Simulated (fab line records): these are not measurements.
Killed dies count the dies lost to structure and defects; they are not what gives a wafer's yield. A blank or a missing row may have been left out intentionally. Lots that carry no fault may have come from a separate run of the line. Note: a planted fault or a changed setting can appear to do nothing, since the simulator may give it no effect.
Which tool was responsible? | flow gf180mcu | Sampling: 12 lots, 36 wafers, 7 of 602 route steps

## WHAT THE GAUGES SHOWED, per wafer
GF_CONTACT_THK_MEAS_01.
lot  | measured     | on           | CONTACT_CVD_00_THK (nm)
L225 | day 15 12:58 | filmMetro-03 | 302.9 303.1 299.6
L226 | day 15 20:38 | filmMetro-03 | 302.7 298.7 299.9
L227 | day 16 06:50 | filmMetro-01 | 297.2 299.5 299.9
L228 | day 16 17:02 | filmMetro-04 | 299.7 297.7 302.7
L230 | day 17 05:14 | filmMetro-01 | 298.3 301.8 300.6
L237 | day 19 21:21 | filmMetro-01 | 297.8 303.7 303.8
L238 | day 20 06:23 | filmMetro-01 | 300.4 298.0 299.3
L241 | day 21 12:56 | filmMetro-01 | 294.0 298.9 300.8
L242 | day 21 14:56 | filmMetro-04 | 299.8 301.9 302.4
L245 | day 22 16:07 | filmMetro-04 | 301.7 302.1 296.5
L246 | day 22 22:37 | filmMetro-03 | 297.6 294.0 300.3
L247 | day 23 05:17 | filmMetro-01 | 301.1 297.9 302.9

GF_CONTACT_RS_MEAS_25: a four-point-probe measurement.
lot  | measured     | on           | CONTACT_W_RS (ohm/sq)
L225 | day 16 12:41 | filmMetro-04 | 0.380 0.380 0.390
L226 | day 16 20:52 | filmMetro-04 | 0.377 0.379 0.384
L227 | day 17 06:29 | filmMetro-04 | 0.392 0.394 0.384
L228 | day 17 17:22 | filmMetro-01 | 0.384 0.589 0.380
L230 | day 18 06:08 | filmMetro-03 | 0.589 0.381 0.585
L237 | day 20 23:32 | filmMetro-03 | 0.377 0.388 0.374
L238 | day 21 07:30 | filmMetro-01 | 0.387 0.383 0.375
L241 | day 22 13:18 | filmMetro-04 | 0.375 0.372 0.385
L242 | day 22 15:47 | filmMetro-04 | 0.376 0.382 0.374
L245 | day 23 16:10 | filmMetro-03 | 0.383 0.392 0.381
L246 | day 23 22:50 | filmMetro-04 | 0.389 0.392 0.392
L247 | day 24 05:25 | filmMetro-03 | 0.376 0.387 0.380

GF_CONTACT_THK_MEAS_26: measures by xrf.
lot  | measured     | on           | CONTACT_W_THK (nm)
L225 | day 16 12:47 | filmMetro-04 | 310 309 302
L226 | day 16 20:59 | filmMetro-04 | 312 311 307
L227 | day 17 06:36 | filmMetro-04 | 298 300 305
L228 | day 17 17:28 | filmMetro-01 | 301 196 305
L230 | day 18 06:15 | filmMetro-03 | 198 306 199
L237 | day 20 23:39 | filmMetro-03 | 307 302 310
L238 | day 21 07:37 | filmMetro-01 | 299 304 311
L241 | day 22 13:25 | filmMetro-04 | 312 315 306
L242 | day 22 15:53 | filmMetro-04 | 310 305 314
L245 | day 23 16:17 | filmMetro-03 | 303 295 304
L246 | day 24 01:53 | filmMetro-04 | 303 301 300
L247 | day 24 05:31 | filmMetro-03 | 315 305 309

GF_M1_THK_MEAS_06: measures by xrf.
lot  | measured     | on           | M1_ALCU_THK (nm)
L225 | day 16 13:29 | filmMetro-04 | 457 457 464
L226 | day 16 21:41 | filmMetro-01 | 440 453 448
L227 | day 17 07:19 | filmMetro-02 | 461 465 470
L228 | day 17 18:10 | filmMetro-04 | 445 451 450
L230 | day 18 06:57 | filmMetro-02 | 448 463 450
L237 | day 21 00:21 | filmMetro-04 | 471 478 476
L238 | day 21 08:21 | filmMetro-02 | 459 450 453
L241 | day 22 14:07 | filmMetro-02 | 461 458 455
L242 | day 22 16:51 | filmMetro-02 | 458 453 464
L245 | day 23 16:59 | filmMetro-04 | 472 465 461
L246 | day 24 02:35 | filmMetro-04 | 469 460 458
L247 | day 24 06:13 | filmMetro-01 | 470 460 469

## WHAT TOOL EACH LOT RAN ON (gives the tool, then ch and the chambers of the sampled wafers, and finally the start)
lot  | GF_CONTACT_CVD_02               | GF_CONTACT_CVD_24            | GF_CONTACT_CMP_27
L225 | pecvd-01 ch 1,2, day 15 13:01   | cvdW-02 ch 0,1, day 16 12:34 | cmp-01 ch 2,3, day 16 12:53
L226 | pecvd-02 ch 0,2, day 15 20:42   | cvdW-02 ch 0, day 16 20:46   | cmp-02 ch 0,1,3, day 16 21:06
L227 | pecvd-02 ch 0,1,2, day 16 06:53 | cvdW-02 ch 0,1, day 17 06:23 | cmp-01 ch 0,2,3, day 17 06:43
L228 | pecvd-04 ch 0,1,2, day 16 17:05 | cvdW-02 ch 0,1, day 17 17:15 | cmp-01 ch 1,2, day 17 17:30
L230 | pecvd-02 ch 0,2, day 17 05:18   | cvdW-02 ch 0,1, day 18 06:02 | cmp-01 ch 1,3, day 18 06:19
L237 | pecvd-02 ch 0,1,2, day 19 21:25 | cvdW-02 ch 0,1, day 20 23:26 | cmp-01 ch 0,2, day 20 23:46
L238 | pecvd-02 ch 1,2, day 20 06:26   | cvdW-02 ch 0,1, day 21 07:24 | cmp-01 ch 0,1,2, day 21 07:44
L241 | pecvd-02 ch 0,2, day 21 12:59   | cvdW-02 ch 0,1, day 22 13:11 | cmp-01 ch 0,2,3, day 22 13:28
L242 | pecvd-01 ch 0,1,2, day 21 14:59 | cvdW-02 ch 0,1, day 22 15:40 | cmp-01 ch 0,1,3, day 22 16:13
L245 | pecvd-04 ch 0,1,2, day 22 16:10 | cvdW-02 ch 0,1, day 23 16:04 | cmp-01 ch 0,2,3, day 23 16:23
L246 | pecvd-04 ch 0,1,2, day 22 22:40 | cvdW-02 ch 1, day 23 22:43   | cmp-02 ch 0,2,3, day 24 01:56
L247 | pecvd-02 ch 1,2, day 23 05:20   | cvdW-02 ch 0,1, day 24 05:18 | cmp-02 ch 2,3, day 24 05:36
- GF_CONTACT_CVD_02: deposits SiO2 from TEOS, target thk 860 nm, time 95.992 s.
- GF_CONTACT_CVD_24: deposits W, target thk 300 nm, time 90.339 s.
- GF_CONTACT_CMP_27: polishes, stops on SiO2, t overpolish 15 s, target thk 0 nm.

## WHAT THE TOOLS THEMSELVES READ (means of the sampled wafers that have a number; where no wafer has one, the mark that the record gives instead)
GF_CONTACT_CVD_02.
lot  | tool     | heaterPowerW (W) | susceptorTempC (C)
L225 | pecvd-01 | 769              | 399.85
L226 | pecvd-02 | 617              | 400.15
L227 | pecvd-02 | 667              | 399.89
L228 | pecvd-04 | 747              | 399.84
L230 | pecvd-02 | 649              | 400.11
L237 | pecvd-02 | 689              | 400.16
L238 | pecvd-02 | 667              | 400.04
L241 | pecvd-02 | 625              | 399.87
L242 | pecvd-01 | 667              | 399.98
L245 | pecvd-04 | 767              | 400.01
L246 | pecvd-04 | 705              | 399.95
L247 | pecvd-02 | 689              | 399.89

GF_CONTACT_CVD_24.
lot  | tool    | heaterPowerW (W) | susceptorTempC (C)
L225 | cvdW-02 | 882              | 399.59
L226 | cvdW-02 | 822              | 400.09
L227 | cvdW-02 | 938              | 400.18
L228 | cvdW-02 | 837              | 392.68
L230 | cvdW-02 | 851              | 385.26
L237 | cvdW-02 | 895              | 399.84
L238 | cvdW-02 | 906              | 399.92
L241 | cvdW-02 | 897              | 400.02
L242 | cvdW-02 | 898              | 400.15
L245 | cvdW-02 | 900              | 399.72
L246 | cvdW-02 | 1012             | 400.25
L247 | cvdW-02 | 900              | 400.07

GF_CONTACT_CMP_27.
lot  | tool   | edgeZonePressureFrac | motorCurrentA (A) | slurryFlowMlMin | timeToEndpointS (s)
L225 | cmp-01 | 1.001                | 12.3              | 150.3           | 67
L226 | cmp-02 | 1.001                | 11.5              | 150.2           | 75
L227 | cmp-01 | 1.000                | 11.7              | 149.9           | 70
L228 | cmp-01 | 1.002                | 11.8              | 150.5           | 63
L230 | cmp-01 | 1.003                | 13.0              | 150.4           | 51
L237 | cmp-01 | 1.003                | 11.0              | 150.5           | 75
L238 | cmp-01 | 1.002                | 10.7              | 150.2           | 70
L241 | cmp-01 | 1.008                | 11.5              | 150.2           | 73
L242 | cmp-01 | 0.999                | 11.6              | 149.8           | 70
L245 | cmp-01 | 0.998                | 11.7              | 150.3           | 70
L246 | cmp-02 | 1.000                | 11.5              | 150.0           | 72
L247 | cmp-02 | 1.000                | 11.5              | 149.9           | 74

## THE ANSWER, worked out from the rows above alone
Rule: the usual values come from the lots themselves. The widest of any qualifying gaps counts: lots, ordered by their means at a reading, are off when they make up no more than a third of the lots, leave a main group of 4 or more, and stand apart from it by 3 or more times the standard deviation of that group's means. A main group whose means are all the same, to the digits that the tables above print for the reading, isn't used. A lot without any number at a reading at which 4 lots or more have one is off too. Any other lot the step has rows for is counted as sound. First the gauges in route order, then the tools' own readings, where a lot's mean is used as printed above. At the first step where some lot is off, the reading lying furthest off is the one used; lots without a number count as furthest.
Off: at GF_CONTACT_RS_MEAS_25 (CONTACT_W_RS), L228, L230. Main group: mean 0.383 ohm/sq, sd 0.0046.
A tool fits if, at a process step before that reading, it ran every lot that is off, and no sound lot after the first of them. Not tried: the gauges at GF_CONTACT_RS_MEAS_25; whatever is off there is also off at GF_CONTACT_CVD_24, on other tools, and gauge error can't account for it. No candidate that was tried fits.

## WHAT THE SIMULATOR HAD PUT IN
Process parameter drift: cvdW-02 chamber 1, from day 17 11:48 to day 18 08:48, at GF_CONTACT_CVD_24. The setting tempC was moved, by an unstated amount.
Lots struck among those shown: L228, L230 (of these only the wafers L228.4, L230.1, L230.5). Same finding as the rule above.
